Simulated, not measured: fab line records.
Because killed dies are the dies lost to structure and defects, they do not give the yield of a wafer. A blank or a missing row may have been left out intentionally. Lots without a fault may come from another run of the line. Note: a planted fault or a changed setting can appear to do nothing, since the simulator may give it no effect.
Split-lot study + flow sfq-line + route with 325 steps; 5 lots, 23 wafers read

== THE SPLIT ITSELF ==
At SFQ_TRILAYER_M6_LITHO_COAT_164 (resist thk 62 nm), the setting resist-thk-nm was moved away from the recipe's 62 nm on 5 of the 23 wafers read, by +2.5% to +5.2%. All remaining wafers had this setting at the recipe value.

The split's own step is where the reading is taken.

== THE READING ==
BARC_of_TRILAYER_M6_LITHO_COAT_164.thk-nm (the simulator's own value, which no gauge read), in nm, at SFQ_TRILAYER_M6_LITHO_COAT_164 (resist thk 62 nm). No usual value for it is given in the file. Across the 18 wafers here that went through the recipe, the average is 62.05 nm and the standard deviation 0.11 nm.

| wafer  | tool, chamber at the split | resist-thk-nm as run, nm | against the recipe | BARC_of_TRILAYER_M6_LITHO_COAT_164.thk-nm, nm | against lot-mates on the recipe |
|--------|----------------------------|--------------------------|--------------------|-----------------------------------------------|---------------------------------|
| L076.1 | litho-track-01, 0          | 62                       | recipe             | 62.11                                         | -                               |
| L076.2 | litho-track-01, 0          | 62                       | recipe             | 62.09                                         | -                               |
| L076.4 | litho-track-01, 0          | 62                       | recipe             | 62.15                                         | -                               |
| L076.5 | litho-track-01, 0          | 62                       | recipe             | 61.8                                          | -                               |
| L076.6 | litho-track-01, 0          | 62                       | recipe             | 61.92                                         | -                               |
| L078.1 | litho-track-03, 0          | 62                       | recipe             | 62.07                                         | -                               |
| L078.2 | litho-track-03, 0          | 63.52                    | +2.5%              | 63.69                                         | +1.56                           |
| L078.3 | litho-track-03, 0          | 63.52                    | +2.5%              | 63.77                                         | +1.64                           |
| L078.4 | litho-track-03, 0          | 62                       | recipe             | 62.13                                         | -                               |
| L078.5 | litho-track-03, 0          | 62                       | recipe             | 62.19                                         | -                               |
| L079.1 | litho-track-03, 0          | 62                       | recipe             | 62                                            | -                               |
| L079.2 | litho-track-03, 0          | 62                       | recipe             | 62.05                                         | -                               |
| L079.3 | litho-track-03, 0          | 62                       | recipe             | 62.02                                         | -                               |
| L079.4 | litho-track-03, 0          | 62                       | recipe             | 62.09                                         | -                               |
| L079.5 | litho-track-03, 0          | 62                       | recipe             | 62.07                                         | -                               |
| L080.2 | litho-track-01, 0          | 62                       | recipe             | 61.9                                          | -                               |
| L080.3 | litho-track-01, 0          | 62                       | recipe             | 61.9                                          | -                               |
| L080.6 | litho-track-01, 0          | 62                       | recipe             | 62.09                                         | -                               |
| L081.1 | litho-track-03, 0          | 65.23                    | +5.2%              | 65.34                                         | +3.18                           |
| L081.2 | litho-track-03, 0          | 62                       | recipe             | 62.21                                         | -                               |
| L081.3 | litho-track-03, 0          | 65.23                    | +5.2%              | 65.37                                         | +3.21                           |
| L081.4 | litho-track-03, 0          | 62                       | recipe             | 62.11                                         | -                               |
| L081.6 | litho-track-03, 0          | 65.23                    | +5.2%              | 65.46                                         | +3.30                           |

FIT RESULTS
A straight line over all 23 wafers: BARC_of_TRILAYER_M6_LITHO_COAT_164.thk-nm changes by +0.646 nm for each +1% of resist-thk-nm; r = +1.00; the points scatter about the line by 0.11 nm.
The same after taking each lot's own level away (the mean of its wafers on the recipe; 23 wafers): +0.623 nm for each +1%; r = +1.00; scatter 0.085 nm.
The reading moves by 3.2 nm for the largest change in resist-thk-nm, on that fit.
Across the lots, their own levels run from 61.963 to 62.160 nm, a range of 1.9 times the standard deviation given above.
The two slopes are in agreement: the lot-to-lot level therefore moves the slope only a little.
Check: with one of the wafers moved furthest among these (+5.2%) left out of the fit, the line predicts +3.28 nm for it against its lot-mates. It came out at +3.18 nm against them.

== OTHER SPLITS ON THESE WAFERS ==
Before the reading, these wafers also passed through other splits. Each is held against what the fit with the lots' levels taken away leaves over:
| other split on the same wafers                  | wafers away from the commonest value | r with BARC_of_TRILAYER_M6_LITHO_COAT_164.thk-nm (lot level and that fit taken away) |
|-------------------------------------------------|--------------------------------------|--------------------------------------------------------------------------------------|
| SFQ_TRILAYER_JJ_CE_LITHO_COAT_114 resist-thk-nm | 10                                   | +0.16                                                                                |
| SFQ_TRILAYER_JJ_CE_ETCH_RIE_118 pressure-mtorr  | 15                                   | -0.11                                                                                |
| SFQ_TRILAYER_M5_LITHO_EXPOSE_124 dose-mj        | 10                                   | +0.02                                                                                |
| SFQ_TRILAYER_R5_LITHO_COAT_136 spin-rpm         | 7                                    | -0.12                                                                                |
| SFQ_TRILAYER_I5_LITHO_COAT_144 spin-rpm         | 7                                    | -0.17                                                                                |
| SFQ_TRILAYER_C5_LITHO_COAT_156 resist-thk-nm    | 11                                   | -0.13                                                                                |

== THE FILE'S OWN FIT ==
BARC_of_TRILAYER_M6_LITHO_COAT_164.thk-nm changes by +0.627 nm for each +1% of resist-thk-nm, r = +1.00.
